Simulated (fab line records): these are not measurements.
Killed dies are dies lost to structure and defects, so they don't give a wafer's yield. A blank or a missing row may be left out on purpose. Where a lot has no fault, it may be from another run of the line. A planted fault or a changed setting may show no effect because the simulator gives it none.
fab line records ; flow gf180mcu
record: lots: 14; wafers: 42; last-day: 34
route steps=602 shown STI@9 NSD@243
lots with no fault: from the same line, run without faults
start-h: hours from the record's first day to the start of the lot's first wafer shown ; wait-h: hours since the lot's step before ; " the same as in the row above ; L1.1+2: a single row standing in for several wafers ; - no value present, or no start provided ; * or withheld: withheld ; < > ~ a bound
route shown NAME@n: NAME is a module with steps in the file, n the number in the route of the first one ; usual: mean/standard deviation taken from wafers without a fault ; same: alike in all rows ; chamber/n: place in a boat ; sites: the reading at each site ; _std_site: the standard deviation of these ; _edge_site: mean of outer sites minus mean of inner sites ; radius-mm: for every site, how far away it sits from the centre of the wafer ; mask NAME#n: copy n ; behind: tool/chamber where the wafer was last shaped ; hold: why the lot went on hold/how many hours it stayed there/how the hold came to an end ; device: the n, p or np transistor that did not switch ; end of line: at the end of the route, the tests of the same wafers ; a step without rows: its recipe alone ; killed: at the first sort, the dies lost to defects and structure; wafer yield is something else ; map: a wafer's dies, marking killed ones x, the rest . and places with no die _
set.NAME: the setting that was run; set.NAME@STEP: the one run at that earlier step ; model.NAME: the simulator's own value behind a step, which no gauge read
the route's steps for a sample of lots (tables are steps, rows are wafers)
services: a tool's chamber out of use, with start hour (start-h, from the record's first day; less than 0 if before it), hours out, and reason
== steps ==
step: GF_STI_SOFTBAKE_08
recipe: temp-c: 130; time-s: 60; resist: KrF
usual: heater-power-total-W: 93.05/0.065; plate-temp-C: 129.99/0.15
lot.wafer;tool;chamber;start-h;wait-h;heater-power-total-W;plate-temp-C
L286.1;litho-track-03;0;18.93;0.1;93.04;130.08
L286.3;litho-track-03;0;18.93;0.1;92.95;129.89
L286.6;litho-track-03;0;18.93;0.1;93.06;130.09
L288.1;litho-track-02;0;30.11;0.1;92.97;130.03
L288.3;litho-track-02;0;30.11;0.1;93.05;130.03
L288.4;litho-track-02;0;30.11;0.1;92.91;129.88
L289.3;litho-track-04;0;34.37;0.1;93.07;129.92
L289.4;litho-track-04;0;34.37;0.1;93.12;129.87
L289.6;litho-track-04;0;34.37;0.1;93.13;129.74
L290.2;litho-track-02;0;39.53;0.1;92.91;130.00
L290.5;litho-track-02;0;39.53;0.1;93.01;129.95
L290.6;litho-track-02;0;39.53;0.1;93.03;129.80
L291.1;litho-track-02;0;48.51;0.1;93.03;130.02
L291.4;litho-track-02;0;48.51;0.1;93.10;129.87
L291.6;litho-track-02;0;48.51;0.1;92.98;130.15
L292.4;litho-track-04;0;49.94;0.1;93.10;129.99
L292.5;litho-track-04;0;49.94;0.1;93.11;129.96
L292.6;litho-track-04;0;49.94;0.1;93.14;129.80
L294.3;litho-track-03;0;61.33;0.1;93.04;129.92
L294.4;litho-track-03;0;61.33;0.1;92.97;129.97
L294.6;litho-track-03;0;61.33;0.1;93.10;130.02
L295.3;litho-track-04;0;65.12;0.1;91.65;128.39
L295.5;litho-track-04;0;65.12;0.1;91.68;128.57
L295.6;litho-track-04;0;65.12;0.1;91.63;128.39
L296.1;litho-track-04;0;70.47;0.1;91.70;128.64
L296.4;litho-track-04;0;70.47;0.1;91.64;128.62
L296.6;litho-track-04;0;70.47;0.1;91.72;128.61
L298.1;litho-track-03;0;80.12;0.1;93.05;130.04
L298.3;litho-track-03;0;80.12;0.1;93.14;130.23
L298.4;litho-track-03;0;80.12;0.1;93.04;130.20
L300.2;litho-track-03;0;91.25;0.1;92.96;130.18
L300.3;litho-track-03;0;91.25;0.1;93.11;129.94
L300.4;litho-track-03;0;91.25;0.1;93.09;130.15
L304.1;litho-track-03;0;110.97;0.1;93.06;130.08
L304.3;litho-track-03;0;110.97;0.1;93.03;130.16
L304.4;litho-track-03;0;110.97;0.1;93.13;130.08
L308.1;litho-track-03;0;131.32;0.1;93.06;129.93
L308.3;litho-track-03;0;131.32;0.1;93.03;130.09
L308.5;litho-track-03;0;131.32;0.1;93.08;129.86
L309.3;litho-track-04;0;136.77;0.1;93.04;129.98
L309.4;litho-track-04;0;136.77;0.1;92.98;129.92
L309.6;litho-track-04;0;136.77;0.1;93.05;130.09
step: GF_STI_CD_MEAS_12
recipe: target-cd-nm: 220
usual: cd-nm: 219.9/1.7
lot.wafer;tool;chamber;start-h;wait-h;cd-nm
L286.1;cd-sem-02;-;25.07;0.1;224.4
L286.3;cd-sem-02;-;25.07;0.1;223.5
L286.6;cd-sem-02;-;25.07;0.1;222.3
L288.1;cd-sem-02;-;36.46;0.1;221.2
L288.3;cd-sem-02;-;36.46;0.1;219.6
L288.4;cd-sem-02;-;36.46;0.1;220.1
L289.3;cd-sem-02;-;40.39;0.2;219.5
L289.4;cd-sem-02;-;40.39;0.2;219.2
L289.6;cd-sem-02;-;40.39;0.2;219.7
L290.2;cd-sem-02;-;46.04;0.2;217.0
L290.5;cd-sem-02;-;46.04;0.2;217.0
L290.6;cd-sem-02;-;46.04;0.2;217.6
L291.1;cd-sem-02;-;54.73;0.1;218.6
L291.4;cd-sem-02;-;54.73;0.1;218.6
L291.6;cd-sem-02;-;54.73;0.1;219.2
L292.4;cd-sem-02;-;55.92;0.1;222.8
L292.5;cd-sem-02;-;55.92;0.1;224.1
L292.6;cd-sem-02;-;55.92;0.1;222.8
L294.3;cd-sem-01;-;68.12;0.1;217.7
L294.4;cd-sem-01;-;68.12;0.1;218.2
L294.6;cd-sem-01;-;68.12;0.1;218.8
L295.3;cd-sem-02;-;71.51;0.2;225.8
L295.5;cd-sem-02;-;71.51;0.2;226.3
L295.6;cd-sem-02;-;71.51;0.2;225.7
L296.1;cd-sem-02;-;77.26;0.1;224.6
L296.4;cd-sem-02;-;77.26;0.1;226.0
L296.6;cd-sem-02;-;77.26;0.1;224.9
L298.1;cd-sem-02;-;87.17;0.1;218.6
L298.3;cd-sem-02;-;87.17;0.1;219.0
L298.4;cd-sem-02;-;87.17;0.1;219.1
L300.2;cd-sem-02;-;98.09;0.1;216.9
L300.3;cd-sem-02;-;98.09;0.1;216.9
L300.4;cd-sem-02;-;98.09;0.1;216.3
L304.1;cd-sem-02;-;118.07;0.1;219.0
L304.3;cd-sem-02;-;118.07;0.1;220.2
L304.4;cd-sem-02;-;118.07;0.1;219.9
L308.1;cd-sem-02;-;138.22;0.1;217.6
L308.3;cd-sem-02;-;138.22;0.1;218.8
L308.5;cd-sem-02;-;138.22;0.1;219.2
L309.3;cd-sem-02;-;144.36;0.1;217.3
L309.4;cd-sem-02;-;144.36;0.1;217.6
L309.6;cd-sem-02;-;144.36;0.1;218.1
step: GF_STI_CMP_25
recipe: stop-on: Si3N4; t-overpolish-s: 33; down-force-psi: 4; platen-rpm: 60; target-thk-nm: 524.6; pad-velocity-m-s: 0.94248
usual: motor-current-A: 12.2/1.3; overpolish-run-s: 33.000/0.0088; time-to-endpoint-s: 123/4.6
lot.wafer;tool;chamber;start-h;wait-h;motor-current-A;overpolish-run-s;time-to-endpoint-s
L286.3;cmp-01;3;27.21;0.1;13.3;33.006;127
L286.1;cmp-01;0;27.21;0.1;12.3;32.975;127
L286.6;cmp-01;3;27.21;0.1;13.8;33.008;124
L288.1;cmp-01;1;38.58;0.1;9.7;33.001;126
L288.4;cmp-01;2;38.58;0.1;12.0;32.991;122
L288.3;cmp-01;3;38.58;0.1;14.0;32.996;128
L289.4;cmp-01;2;42.94;0.1;11.3;33.000;121
L289.3;cmp-01;3;42.94;0.1;13.8;33.006;127
L289.6;cmp-01;1;42.94;0.1;9.6;33.012;134
L290.2;cmp-01;0;48.07;0.0;12.9;32.992;127
L290.5;cmp-01;0;48.07;0.0;13.1;32.984;127
L290.6;cmp-01;1;48.07;0.0;10.1;33.003;135
L291.4;cmp-02;0;57.84;0.0;11.9;32.987;119
L291.1;cmp-02;3;57.84;0.0;12.8;33.021;121
L291.6;cmp-02;1;57.84;0.0;11.5;33.002;127
L292.4;cmp-02;2;58.51;0.1;13.1;32.995;118
L292.6;cmp-02;1;58.51;0.1;11.8;33.004;125
L292.5;cmp-02;2;58.51;0.1;13.5;32.999;119
L294.4;cmp-02;0;70.12;0.0;12.6;33.004;118
L294.3;cmp-02;1;70.12;0.0;11.9;32.984;129
L294.6;cmp-02;1;70.12;0.0;11.7;32.999;126
L295.3;cmp-02;0;74.96;0.0;12.5;33.017;115
L295.5;cmp-02;0;74.96;0.0;12.1;32.988;114
L295.6;cmp-02;1;74.96;0.0;11.4;33.008;125
L296.1;cmp-01;2;79.36;0.1;11.2;32.998;120
L296.4;cmp-01;0;79.36;0.1;12.5;33.000;121
L296.6;cmp-01;2;79.36;0.1;11.0;32.999;119
L298.1;cmp-01;1;89.64;0.1;9.6;33.015;129
L298.4;cmp-01;2;89.64;0.1;11.7;33.015;117
L298.3;cmp-01;3;89.64;0.1;13.9;32.998;128
L300.3;cmp-02;0;100.12;0.0;12.5;32.999;112
L300.2;cmp-02;2;100.12;0.0;13.5;32.997;122
L300.4;cmp-02;3;100.12;0.0;13.1;33.005;122
L304.3;cmp-01;3;120.13;0.0;13.7;33.011;125
L304.1;cmp-01;0;120.13;0.0;12.4;33.004;120
L304.4;cmp-01;2;120.13;0.0;11.2;33.011;117
L308.1;cmp-02;0;140.59;0.1;12.8;33.006;115
L308.3;cmp-02;1;140.59;0.1;12.0;33.002;118
L308.5;cmp-02;0;140.59;0.1;13.0;32.999;116
L309.4;cmp-02;2;146.40;0.0;13.6;32.994;121
L309.3;cmp-02;0;146.40;0.0;12.6;33.003;120
L309.6;cmp-02;3;146.40;0.0;13.3;32.999;128
step: GF_NSD_OVL_MEAS_08
usual: NSD_OVL: -0.1/1.4
lot.wafer;tool;chamber;start-h;wait-h;NSD_OVL[nm]
L286.1;overlay-01;-;291.69;0.1;-1.2
L286.3;overlay-01;-;291.69;0.1;-1.5
L286.6;overlay-01;-;291.69;0.1;-3.2
L288.1;overlay-02;-;304.10;0.1;-1.2
L288.3;overlay-02;-;304.10;0.1;0.1
L288.4;overlay-02;-;304.10;0.1;1.7
L289.3;overlay-01;-;310.21;0.1;0.7
L289.4;overlay-01;-;310.21;0.1;-1.4
L289.6;overlay-01;-;310.21;0.1;-1.6
L290.2;overlay-01;-;320.45;0.1;0.2
L290.5;overlay-01;-;320.45;0.1;0.6
L290.6;overlay-01;-;320.45;0.1;-1.2
L291.1;overlay-02;-;324.76;0.1;-0.3
L291.4;overlay-02;-;324.76;0.1;0.3
L291.6;overlay-02;-;324.76;0.1;0.7
L292.4;overlay-02;-;331.65;0.1;1.2
L292.5;overlay-02;-;331.65;0.1;1.8
L292.6;overlay-02;-;331.65;0.1;0.6
L294.3;overlay-01;-;354.99;0.1;-0.8
L294.4;overlay-01;-;354.99;0.1;0.2
L294.6;overlay-01;-;354.99;0.1;-2.7
L295.3;overlay-02;-;367.91;0.1;-0.9
L295.5;overlay-02;-;367.91;0.1;0.6
L295.6;overlay-02;-;367.91;0.1;0.4
L296.1;overlay-02;-;368.53;0.1;0.4
L296.4;overlay-02;-;368.53;0.1;-2.4
L296.6;overlay-02;-;368.53;0.1;-2.9
L298.1;overlay-01;-;381.48;0.1;2.4
L298.3;overlay-01;-;381.48;0.1;3.4
L298.4;overlay-01;-;381.48;0.1;3.0
L300.2;overlay-02;-;401.95;0.1;-1.0
L300.3;overlay-02;-;401.95;0.1;0.9
L300.4;overlay-02;-;401.95;0.1;-1.3
L304.1;overlay-01;-;446.00;0.1;-1.3
L304.3;overlay-01;-;446.00;0.1;-0.3
L304.4;overlay-01;-;446.00;0.1;-1.5
L308.1;overlay-02;-;466.44;0.1;1.5
L308.3;overlay-02;-;466.44;0.1;2.0
L308.5;overlay-02;-;466.44;0.1;-0.9
L309.3;overlay-02;-;481.44;0.1;-1.4
L309.4;overlay-02;-;481.44;0.1;-0.7
L309.6;overlay-02;-;481.44;0.1;1.2
step: GF_NSD_TW_MEAS_12
usual: NSD_TW: 4234/31
lot.wafer;tool;chamber;start-h;wait-h;NSD_TW
L286.1;film-metro-04;-;292.13;0.1;4252
L286.3;film-metro-04;-;292.13;0.1;4223
L286.6;film-metro-04;-;292.13;0.1;4250
L288.1;film-metro-04;-;304.54;0.1;4227
L288.3;film-metro-04;-;304.54;0.1;4219
L288.4;film-metro-04;-;304.54;0.1;4257
L289.3;film-metro-04;-;310.66;0.1;4231
L289.4;film-metro-04;-;310.66;0.1;4241
L289.6;film-metro-04;-;310.66;0.1;4227
L290.2;film-metro-04;-;320.89;0.1;4195
L290.5;film-metro-04;-;320.89;0.1;4216
L290.6;film-metro-04;-;320.89;0.1;4205
L291.1;film-metro-03;-;325.19;0.1;4252
L291.4;film-metro-03;-;325.19;0.1;4235
L291.6;film-metro-03;-;325.19;0.1;4255
L292.4;film-metro-03;-;332.10;0.1;4222
L292.5;film-metro-03;-;332.10;0.1;4229
L292.6;film-metro-03;-;332.10;0.1;4226
L294.3;film-metro-01;-;355.44;0.1;4274
L294.4;film-metro-01;-;355.44;0.1;4293
L294.6;film-metro-01;-;355.44;0.1;4267
L295.3;film-metro-01;-;368.36;0.1;4289
L295.5;film-metro-01;-;368.36;0.1;4277
L295.6;film-metro-01;-;368.36;0.1;4271
L296.1;film-metro-01;-;368.97;0.1;4263
L296.4;film-metro-01;-;368.97;0.1;4246
L296.6;film-metro-01;-;368.97;0.1;4265
L298.1;film-metro-04;-;381.92;0.1;4220
L298.3;film-metro-04;-;381.92;0.1;4213
L298.4;film-metro-04;-;381.92;0.1;4223
L300.2;film-metro-04;-;402.39;0.1;4204
L300.3;film-metro-04;-;402.39;0.1;4200
L300.4;film-metro-04;-;402.39;0.1;4181
L304.1;film-metro-03;-;446.43;0.1;4195
L304.3;film-metro-03;-;446.43;0.1;4211
L304.4;film-metro-03;-;446.43;0.1;4197
L308.1;film-metro-03;-;466.88;0.1;4253
L308.3;film-metro-03;-;466.88;0.1;4222
L308.5;film-metro-03;-;466.88;0.1;4247
L309.3;film-metro-03;-;481.89;0.1;4254
L309.4;film-metro-03;-;481.89;0.1;4245
L309.6;film-metro-03;-;481.89;0.1;4234
== services ==
tool;chamber;start-h;hours;kind
cmp-02;-;-2.38;0.6;repair
cmp-02;-;3.14;1.5;repair
cmp-02;-;7.11;0.8;repair
cmp-01;-;8.35;2.1;repair
cmp-01;-;28.78;1.1;repair
cmp-02;-;59.77;3.8;repair
cmp-01;-;64.06;4.0;pm
cmp-02;-;65.00;1.5;repair
cmp-01;-;68.06;-;consumable-replace:conditioner
cmp-01;-;68.06;-;consumable-replace:pad
litho-track-04;-;112.98;-;consumable-replace:filter
cmp-02;-;116.72;1.7;repair
== key ==
first-sign: step: GF_STI_SOFTBAKE_08; reading: heater-power-total-W; direction: down; sigmas: 21; usual: 93.05; struck: 91.67
effect: step: GF_STI_SOFTBAKE_08; reading: plate-temp-C; direction: down; sigmas: 9.5; usual: *; struck: *
effect: step: GF_STI_CD_MEAS_12; reading: cd-nm; direction: up; sigmas: 3.3; usual: 219.9; struck: 225.6
met-at GF_STI_SOFTBAKE_08
struck-lots L295,L296
tester-left-out L295,L296
not-acting-at GF_STI_CMP_25,GF_NSD_OVL_MEAS_08,GF_NSD_TW_MEAS_12
onset-between 49.94 65.12
fault: kind: process-parameter-drift; tool: litho-track-04; chamber: -; onset-h: 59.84; steps: GF_STI_SOFTBAKE_08; channel: temp-c; offset: *; shape: step; end-h: 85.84; acts-in: *; stated: *
tester-left-out: of these lots the tester's yield and bins aren't shown, on N5 and GAA mostly nor the transistor test; their killed dies are dies lost to structure and defects alone, not to doping, threshold or leakage, so they don't give the yield
